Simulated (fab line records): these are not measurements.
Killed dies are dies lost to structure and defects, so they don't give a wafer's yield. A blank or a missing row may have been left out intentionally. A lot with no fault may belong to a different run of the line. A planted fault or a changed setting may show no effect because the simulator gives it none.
Comparing a struck lot with a sound one	flow sky130	16 out of 708 route steps
Sound: the wafers L570.2, L570.3, L570.4. Struck: wafer L583.5 (L583.3, L583.6, from the same lot, were not struck and are left out); the cause is given at the end.
Each step with rows lists, per side, the tool, then ch with its chambers, then its first start. Under that, the readings that differ: sound wafers	struck wafers	difference of the means	sigmas: that difference in standard deviations of wafers without a fault.
alike: readings whose means differ by less than 2 such deviations, and words and numbers that are the same on both sides. not compared: withheld readings, readings that some wafer has no value for, bounds like >300 that may hide the same value, and numbers for which the record gives no deviation and whose values overlap.
The two part at a step that has a row with sigmas, a row that says differs or no value, or rows on one side only. When numbers do not overlap yet have no deviation, they are printed without sigmas and do not part them. Lack of a reading on every wafer of one side parts them only where that side has two or more wafers.

SKY_FIELD_ISO_THK_MEAS_02:
  struck on filmMetro-03, day 4 14:41; sound on filmMetro-01, day 1 22:13
  alike: FIELD_ISO_OXIDATION_00_THK
then, 1 step without rows for these wafers: SKY_FIELD_ISO_CVD_03 (deposits Si3N4 from DCS/NH3, target thk 165 nm, time 2830 s).
SKY_FIELD_ISO_THK_MEAS_04:
  struck on filmMetro-03, day 4 18:06; sound on filmMetro-03, day 2 00:03
  alike: FIELD_ISO_CVD_03_THK
then, 8 steps without rows for these wafers: SKY_FIELD_ISO_DEHYDRATE_05 (time 60 s); SKY_FIELD_ISO_HMDS_06 (prime time 60 s); SKY_FIELD_ISO_COAT_07 (resist thk 60 nm); SKY_FIELD_ISO_COAT_08 (resist thk 450 nm); SKY_FIELD_ISO_SOFTBAKE_09 (time 90 s); SKY_FIELD_ISO_EXPOSE_10 (exposes mask FOM, target cd 150 nm); SKY_FIELD_ISO_PEB_11; SKY_FIELD_ISO_DEVELOP_12 (develop time 60 s).
SKY_FIELD_ISO_CD_MEAS_13: target cd 150 nm.
  struck on cdSem-02, day 5 11:59; sound on cdSem-01, day 2 15:08
reading	sound	struck	difference	sigmas
cdNm (nm)	151.5 151.4 152.4	147.4	-4.4	-3
SKY_FIELD_ISO_ETCH_14: etches BARC in N2/H2, stops on SiO2, time 45.9 s, target depth 60 nm.
  sound on rieDiel-03 ch 0,2,3, day 2 15:14; struck on rieDiel-03 ch 2, day 5 12:04
reading	sound	struck	difference	sigmas
rfFwdPowerW (W)	495.8 495.6 493.5	415.3	-79.7	-36
model.KrF-thick_of_FIELD_ISO_COAT_08.thkNm (nm)	393.2 391.6 391.9	400.5	+8.3	
  alike: drypumpMotorCurrentA, n2FlowSccm, oesProductAu, throttleValvePct
  not compared: rfHoursCounterH
SKY_FIELD_ISO_ETCH_15: etches the open film in CHF3/O2, stops on Si, target depth 180 nm, time 72 s.
  sound on rieDiel-03 ch 0,2,3, day 2 15:16; struck on rieDiel-03 ch 2, day 5 12:06
reading	sound	struck	difference	sigmas
throttleValvePct (%)	8.826 8.840 8.863	8.825	-0.018	-2
model.KrF-thick_of_FIELD_ISO_COAT_08.thkNm (nm)	238.3 233.2 236.5	247.1	+11.1	
  alike: drypumpMotorCurrentA, oesProductAu, rfFwdPowerW
  not compared: rfHoursCounterH
SKY_FIELD_ISO_STRIP_16: strips in O2/N2.
  sound on plasmaAsher-02 ch 0,1, day 2 15:20; struck on plasmaAsher-02 ch 0, day 5 12:11
reading	sound	struck	difference	sigmas
stripTimeToEndpointS (s)	3.57 3.52 3.56	3.66	+0.11	+3
  alike: drypumpMotorCurrentA, n2FlowSccm, oesProductAu
  not compared: rfHoursCounterH
-- record jumps: 44 days separate the struck wafers' starts on either side; left off in module FIELD_ISO, taken up again in module PAD_OPEN, whose first shown step is the route's number 708 --
SKY_PAD_OPEN_PROBE_99:
  struck on prober-02, day 49 09:31; sound on prober-01, day 46 02:08
  alike: killed_at_M0_to_M3, killed_at_M4_up, killedAtContacts, killedAtFrontEnd, killedAtOther, killedDies, killedOpen, killedShort

## WHERE THEY PART
Earliest at SKY_FIELD_ISO_CD_MEAS_13; latest, in this record, at SKY_FIELD_ISO_STRIP_16. Later steps at which nothing parts them and some readings are alike: SKY_PAD_OPEN_PROBE_99.

WHY: the cause the simulator had injected
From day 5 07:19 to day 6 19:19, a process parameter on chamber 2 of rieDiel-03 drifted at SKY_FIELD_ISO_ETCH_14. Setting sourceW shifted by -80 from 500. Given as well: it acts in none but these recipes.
